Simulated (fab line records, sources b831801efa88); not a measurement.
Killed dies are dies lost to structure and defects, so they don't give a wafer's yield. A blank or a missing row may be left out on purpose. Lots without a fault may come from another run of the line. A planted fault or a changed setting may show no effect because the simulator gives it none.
fab line records | flow sky130
record lots=11 wafers=31 last_day=50
route steps=708 shown VIA2@527 METAL3@536 CAP2M@616 METAL4@633 PAD_OPEN@708
lots that met no fault: from a run of the same line without faults
start_h: hours from the record's first day to the start of the lot's first wafer shown | wait_h: hours since the lot's step before | " the same as in the row above | L1.1+2: a row that stands for several wafers | - no value, or no start given | * or withheld: withheld | < > ~ a bound
route shown NAME@n: a module of which the file shows steps, and the number in the route of the first | usual: mean/standard deviation of fault-free wafers | same: alike in all rows | chamber/n: place in a boat | sites: the reading at each site | _std_site: their standard deviation | _edge_site: outer sites' mean less inner sites' | radius_mm: how far each site lies from the wafer's centre | mask NAME#n: copy n | behind: the tool/chamber that last shaped the wafer | hold: why the lot was held/for how many hours/how that ended | device: the transistor (n, p or np) that didn't switch | end of line: the same wafers' tests at the end of the route | a step without rows: its recipe alone | killed: dies lost to structure and defects at the first sort, not the wafer's yield | map: a wafer's dies, x killed, . not, _ none there
set.NAME: the setting as run; set.NAME@STEP: as run at that earlier step | model.NAME: the simulator's own value behind a step, which no gauge read
steps of the route over a sample of lots; a table a step, a row a wafer
services: from which hour (start_h, from the record's first day; less than 0 if before it) a tool's chamber was out of use, for how many hours, and why
## steps
# step SKY_VIA2_SPUTTER_20
# recipe material=TiN target_thk_nm=20 chamber_pressure_pa=5 power_w=4000 time_s=80
# usual throttle_valve_pct=30.0/0.55
# columns lot.wafer tool chamber start_h wait_h throttle_valve_pct
L928.1 pvd_sputter-03 - 851.25 0.0 30.7
L928.3 " - " " 30.3
L928.6 " - " " 30.5
L927.1 pvd_sputter-02 - 851.57 0.0 29.4
L927.5 " - " " 30.0
L927.6 " - " " 29.6
L929.3 pvd_sputter-02 - 859.95 0.0 30.3
L929.4 " - " " 30.2
L929.5 " - " " 29.3
L931.3 pvd_sputter-02 - 880.33 0.0 30.7
L931.4 " - " " 30.3
L934.1 pvd_sputter-02 - 904.86 0.0 30.2
L934.4 " - " " 29.2
L942.1 pvd_sputter-03 - 959.46 0.0 30.8
L942.2 " - " " 29.9
L942.3 " - " " 29.8
L943.4 pvd_sputter-02 - 987.49 0.0 30.0
L943.5 " - " " 29.2
L943.6 " - " " 30.4
L946.2 pvd_sputter-03 - 990.99 0.0 30.2
L946.5 " - " " 29.5
L946.6 " - " " 30.6
L945.3 pvd_sputter-04 - 998.05 0.0 31.3
L945.4 " - " " 29.1
L945.5 " - " " 29.6
L949.2 pvd_sputter-02 - 1008.96 0.0 29.3
L949.4 " - " " 30.0
L949.5 " - " " 29.3
L950.3 pvd_sputter-03 - 1016.61 0.0 29.7
L950.5 " - " " 30.5
L950.6 " - " " 30.3
# step SKY_METAL3_SPUTTER_04
# recipe material=TiN target_thk_nm=70 power_w=6500 time_s=58.3 chamber_pressure_pa=0.4
# usual throttle_valve_pct=30.1/0.64
# columns lot.wafer tool chamber start_h wait_h throttle_valve_pct
L928.1 pvd_sputter-04 - 852.13 0.0 29.4
L928.3 " - " " 29.9
L928.6 " - " " 31.2
L927.1 pvd_sputter-01 - 852.35 0.0 30.3
L927.5 " - " " 29.9
L927.6 " - " " 31.0
L929.3 pvd_sputter-04 - 860.81 0.0 30.9
L929.4 " - " " 29.5
L929.5 " - " " 29.8
L931.3 pvd_sputter-04 - 881.10 0.0 29.5
L931.4 " - " " 29.7
L934.1 pvd_sputter-02 - 905.63 0.0 30.2
L934.4 " - " " 30.5
L942.1 pvd_sputter-01 - 960.24 0.0 30.2
L942.2 " - " " 30.1
L942.3 " - " " 29.5
L943.4 pvd_sputter-02 - 988.26 0.0 29.2
L943.5 " - " " 30.0
L943.6 " - " " 30.5
L946.2 pvd_sputter-01 - 991.83 0.0 30.2
L946.5 " - " " 29.9
L946.6 " - " " 31.0
L945.3 pvd_sputter-01 - 998.82 0.0 30.1
L945.4 " - " " 29.7
L945.5 " - " " 30.3
L949.2 pvd_sputter-01 - 1010.07 0.0 31.2
L949.4 " - " " 29.8
L949.5 " - " " 31.2
L950.3 pvd_sputter-01 - 1017.38 0.0 30.1
L950.5 " - " " 29.7
L950.6 " - " " 30.1
# step SKY_METAL3_METAL_ETCH_18
# recipe target_depth_a=8450 stop_on=SiO2 over_etch_frac=0.3 time_s=183.1 chemistry=Cl2/BCl3 resist_sidewall_deg=88 pressure_mtorr=10 icp_w=900 bias_w=48.5 Cl2_flow_sccm=60 bcl3_flow_sccm=30
# usual chamber_pressure_mTorr=10.000/0.0091 drypump_motor_current_A=5.6/0.33 oes_product_au=0.867/0.0069 run_length_s=211.3/0.75 throttle_valve_pct=22.264/0.0099
# columns lot.wafer tool chamber start_h wait_h chamber_pressure_mTorr drypump_motor_current_A oes_product_au rf_hours_counter_h run_length_s throttle_valve_pct
L928.1 rie_metal-03 1 905.21 0.0 9.984 5.3 0.865 8 210.5 22.264
L928.3 " 0 " " 9.992 6.0 0.872 - 210.9 22.264
L928.6 " 1 " " 9.998 5.3 0.865 - 210.5 22.269
L927.1 rie_metal-01 1 905.26 0.0 9.996 6.0 0.871 10 211.8 22.261
L927.5 " 1 " " 9.986 6.0 0.868 - 212.0 22.262
L927.6 " 0 " " 9.994 5.4 0.866 - 211.2 22.259
L929.3 rie_metal-03 1 912.12 0.1 9.989 5.3 0.867 - 210.8 22.257
L929.4 " 0 " " 10.003 6.0 0.861 - 210.7 22.262
L929.5 " 1 " " 9.996 5.3 0.873 - 210.9 22.273
L931.3 rie_metal-01 0 932.77 0.1 10.005 5.3 0.879 - 211.7 22.263
L931.4 " 1 " " 9.986 6.0 0.862 - 212.0 22.271
L934.1 rie_metal-01 0 955.64 0.0 10.007 5.3 0.875 3 211.0 22.259
L934.4 " 0 " " 9.987 5.3 0.872 - 211.3 22.253
L942.1 rie_metal-03 1 1009.16 0.0 10.000 5.3 0.867 14 211.1 22.275
L942.2 " 0 " " 10.000 6.0 0.877 18 211.1 22.252
L942.3 " 1 " " 10.007 5.3 0.870 - 210.7 22.250
L943.4 rie_metal-03 1 1034.70 0.1 9.991 5.3 0.864 - 210.9 22.271
L943.5 " 1 " " 9.995 5.3 0.867 - 210.6 22.261
L943.6 " 0 " " 10.000 6.0 0.864 - 211.0 22.250
L946.2 rie_metal-03 0 1037.81 0.0 9.992 6.0 0.877 20 210.8 22.274
L946.5 " 0 " " 10.012 6.0 0.858 - 210.8 22.248
L946.6 " 1 " " 10.007 5.3 0.857 - 210.8 22.280
L945.3 rie_metal-03 0 1043.97 0.1 9.980 6.0 0.862 - 211.0 22.279
L945.4 " 1 " " 10.011 5.3 0.857 - 210.8 22.261
L945.5 " 0 " " 9.989 6.0 0.869 - 210.7 22.263
L949.2 rie_metal-03 1 1055.90 0.0 10.014 5.3 0.867 17 211.0 22.263
L949.4 " 0 " " 9.998 6.0 0.861 - 210.7 22.259
L949.5 " 1 " " 10.008 5.3 0.862 - 211.0 22.277
L950.3 rie_metal-04 1 1061.74 0.1 9.987 5.2 0.869 - 213.3 22.271
L950.5 " 0 " " 10.006 5.8 0.859 - 214.4 22.270
L950.6 " 1 " " 9.998 5.2 0.867 - 213.8 22.275
# step SKY_CAP2M_METAL_ETCH_13
# recipe target_depth_nm=220 stop_on=SiO2 chemistry=Cl2/BCl3 target=TiN pressure_mtorr=10 icp_w=900 bias_w=48.5 Cl2_flow_sccm=60 bcl3_flow_sccm=30 time_s=62.9
# usual chamber_pressure_mTorr=10.000/0.0093 drypump_motor_current_A=5.7/0.36 oes_product_au=0.942/0.0074 run_length_s=91.2/0.58 throttle_valve_pct=21.902/0.011
# columns lot.wafer tool chamber start_h wait_h chamber_pressure_mTorr drypump_motor_current_A oes_product_au rf_hours_counter_h run_length_s throttle_valve_pct
L928.1 rie_metal-01 1 957.53 0.0 9.992 6.0 0.942 13 91.7 21.920
L928.3 " 1 " " 10.015 6.0 0.947 - 92.0 21.895
L928.6 " 0 " " 10.007 5.3 0.944 - 90.9 21.886
L927.1 rie_metal-02 0 957.83 0.0 9.982 6.3 0.936 12 91.8 21.886
L927.5 " 1 " " 10.002 5.8 0.937 - 90.4 21.907
L927.6 " 0 " " 10.019 6.3 0.928 - 92.0 21.907
L929.3 rie_metal-01 1 964.57 0.0 9.987 6.0 0.947 - 91.8 21.909
L929.4 " 0 " " 9.994 5.3 0.947 - 91.6 21.892
L929.5 " 0 " " 10.002 5.3 0.948 - 91.0 21.898
L931.3 rie_metal-01 0 984.17 0.0 10.006 5.3 0.911 - 93.9 21.912
L931.4 " 1 " " 10.001 6.0 0.908 - 95.3 21.899
L934.1 rie_metal-01 0 1005.63 0.0 10.004 5.3 0.940 5 91.5 21.905
L934.4 " 0 " " 9.998 5.3 0.911 - 94.0 21.910
L942.1 rie_metal-02 0 1057.18 0.0 10.005 6.3 0.948 17 91.5 21.886
L942.2 " 1 " " 9.998 5.7 0.942 13 91.2 21.886
L942.3 " 0 " " 9.996 6.3 0.958 - 91.5 21.907
L943.4 rie_metal-04 0 1081.27 0.0 10.002 5.7 0.941 - 91.2 21.897
L943.5 " 0 " " 10.000 5.8 0.937 - 91.1 21.900
L943.6 " 1 " " 10.011 5.2 0.946 - 90.2 21.890
L946.2 rie_metal-01 0 1083.18 0.0 10.012 5.4 0.938 10 91.0 21.894
L946.5 " 1 " " 9.993 6.0 0.944 - 92.0 21.902
L946.6 " 0 " " 9.999 5.3 0.934 - 90.9 21.888
L945.3 rie_metal-01 1 1089.19 0.1 10.017 6.0 0.951 - 92.2 21.910
L945.4 " 1 " " 10.002 6.0 0.938 - 92.4 21.912
L945.5 " 1 " " 9.998 6.0 0.944 - 91.7 21.916
L949.2 rie_metal-01 1 1101.03 0.0 10.003 6.0 0.952 21 92.0 21.891
L949.4 " 0 " " 10.021 5.3 0.947 - 91.1 21.892
L949.5 " 0 " " 9.989 5.3 0.948 - 91.0 21.902
L950.3 rie_metal-01 0 1106.21 0.0 10.001 5.4 0.939 - 91.0 21.908
L950.5 " 0 " " 9.998 5.3 0.950 - 90.9 21.891
L950.6 " 1 " " 9.999 6.0 0.951 - 91.9 21.880
# step SKY_METAL4_ETCH_17
# recipe target=SiO2 stop_on=TiN chemistry=C4F8/O2/Ar source_w=1500 bias_w=1200 pressure_mtorr=40 c4f8_flow_sccm=withheld O2_flow_sccm=6 Ar_flow_sccm=300 time_s=3.9 target_depth_a=150
# usual chamber_pressure_mTorr=40.00/0.037 oes_product_au=0.754/0.0065
# columns lot.wafer tool chamber start_h wait_h chamber_pressure_mTorr oes_product_au
L928.1 rie_diel-03 1 982.77 0.1 40.01 0.764
L928.3 " 2 " " 39.94 0.757
L928.6 " 1 " " 39.96 0.755
L927.1 rie_diel-04 2 982.83 0.1 39.97 0.753
L927.5 " 0 " " 39.94 0.755
L927.6 " 3 " " 39.97 0.763
L929.3 rie_diel-03 1 989.09 0.0 40.01 0.745
L929.4 " 0 " " 40.03 0.761
L929.5 " 3 " " 40.02 0.764
L931.3 rie_diel-04 0 1008.54 0.0 40.03 0.726
L931.4 " 2 " " 40.02 0.730
L934.1 rie_diel-03 1 1029.52 0.1 40.03 0.761
L934.4 " 3 " " 40.03 0.734
L942.1 rie_diel-01 1 1079.77 0.1 40.01 0.746
L942.2 " 2 " " 40.05 0.750
L942.3 " 0 " " 39.97 0.748
L943.4 rie_diel-03 2 1102.93 0.0 39.98 0.769
L943.5 " 0 " " 40.01 0.760
L943.6 " 3 " " 40.04 0.755
L946.2 rie_diel-03 1 1104.19 0.1 40.01 0.760
L946.5 " 0 " " 39.98 0.759
L946.6 " 3 " " 39.92 0.767
L945.3 rie_diel-01 1 1110.12 0.0 40.03 0.747
L945.4 " 0 " " 39.97 0.764
L945.5 " 3 " " 40.02 0.749
L949.2 rie_diel-01 0 1121.78 0.1 40.00 0.745
L949.4 " 3 " " 40.02 0.762
L949.5 " 1 " " 39.98 0.760
L950.3 rie_diel-01 3 1126.67 0.1 39.94 0.748
L950.5 " 2 " " 40.05 0.759
L950.6 " 3 " " 39.98 0.750
# step SKY_PAD_OPEN_PROBE_99
# usual defect_limited_yield=82.6/1.8 killed_at_M0_to_M3=44/6.9 killed_at_M4_up=3.2/1.8 killed_at_contacts=23/5.2 killed_at_front_end=15/4.5 killed_at_other=0.3/0.56 killed_dies=85/8.8 killed_on_rim=17/3.5 killed_open=47/6.7 killed_short=39/6.4 sort_bin_3_pad_short=0.8/0.4 sort_bin_5_function=10.2/1.3 sort_bin_6_memory=6.4/1.1 sort_n_pass=407/8.8 sort_yield_pct=82.6/1.8
# same gross_dies=492 killed_at_back_side=0 sort_bin_4_leakage[%]=0 sort_bin_8_speed[%]=0
# columns lot.wafer tool chamber start_h wait_h defect_limited_yield[%] killed_at_M0_to_M3 killed_at_M4_up killed_at_contacts killed_at_front_end killed_at_other killed_dies killed_on_rim killed_open killed_short sort_bin_3_pad_short[%] sort_bin_5_function[%] sort_bin_6_memory[%] sort_n_pass sort_yield_pct[%]
L945.3 prober-02 - 1188.01 0.2 85.4 36 2 26 7 1 72 10 45 27 0.4 8.3 5.9 420 85.4
L945.4 prober-02 - 1188.06 0.2 81.7 48 6 23 13 0 90 16 52 38 0.4 11.2 6.7 402 81.7
L945.5 prober-02 - 1188.11 0.2 82.5 51 5 20 10 0 86 15 51 35 0.4 9.8 7.3 406 82.5
# killed by level:class
L945.3 CONTACT:geometric_particle:open=10 LI_CONTACT:geometric_particle:open=7 CONTACT:geometric_particle:short=7 VIA1:geometric_particle:open=7 VIA2:geometric_particle:open=7 METAL2:geometric_particle:short=5 VIA3:geometric_particle:open=5 METAL1:geometric_particle:open=3
L945.4 VIA1:geometric_particle:open=15 VIA3:geometric_particle:open=9 CONTACT:geometric_particle:open=7 LI_CONTACT:geometric_particle:open=7 METAL4:geometric_particle:short=6 FIELD_ISO:geometric_particle:short=5 CONTACT:geometric_particle:short=5 VIA3:geometric_particle:short=5
L945.5 VIA1:geometric_particle:open=16 VIA3:geometric_particle:open=9 CONTACT:geometric_particle:open=8 CONTACT:geometric_particle:short=6 VIA2:geometric_particle:open=6 VIA2:geometric_particle:short=4 VIA1:geometric_particle:short=4 METAL4:geometric_particle:short=4
## services
# columns tool chamber start_h hours kind
rie_metal-04 0 831.62 8.0 repair
rie_diel-03 3 835.57 7.0 repair
pvd_sputter-02 - 842.70 1.3 repair
rie_metal-01 - 843.10 0.1 repair
rie_metal-04 - 860.55 1.4 pm
pvd_sputter-01 - 887.25 4.3 repair
rie_diel-03 - 917.19 15.6 repair
rie_diel-04 - 922.30 14.4 repair
rie_diel-03 - 974.42 0.4 repair
rie_metal-04 1 977.30 1.7 repair
rie_metal-02 - 978.75 0.7 repair
rie_diel-03 3 979.72 1.9 repair
pvd_sputter-04 - 980.05 17.3 repair
rie_diel-01 1 991.54 3.7 repair
rie_metal-01 0 1083.61 14.5 repair
pvd_sputter-01 - 1086.06 1.0 repair
pvd_sputter-04 - 1086.86 5.1 repair
rie_metal-03 0 1087.52 16.6 repair
pvd_sputter-01 - 1090.18 15.6 repair
rie_diel-01 - 1102.75 1.8 repair
rie_metal-04 - 1111.81 2.8 pm
rie_metal-02 1 1113.41 20.3 repair
pvd_sputter-04 - 1118.34 0.7 repair
rie_metal-01 1 1123.34 4.0 repair
## key
first_sign step=SKY_CAP2M_METAL_ETCH_13 reading=run_length_s direction=up sigmas=5.5 usual=* struck=*
effect step=SKY_CAP2M_METAL_ETCH_13 reading=oes_product_au direction=down sigmas=4.4 usual=0.942 struck=0.910
effect step=SKY_METAL4_ETCH_17 reading=oes_product_au direction=down sigmas=3.8 usual=0.754 struck=0.730
met_at SKY_CAP2M_METAL_ETCH_13
struck_lots L931,L934
struck_wafers L931.3,L931.4,L934.4
not_acting_at SKY_VIA2_SPUTTER_20,SKY_METAL3_SPUTTER_04,SKY_METAL3_METAL_ETCH_18
onset_between 964.57 984.17
fault kind=process_parameter_drift tool=rie_metal-01 chamber=- onset_h=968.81 steps=SKY_CAP2M_METAL_ETCH_13 channel=time_s offset=* shape=step end_h=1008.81 scope=struck_wafers_only acts_in=* stated=*
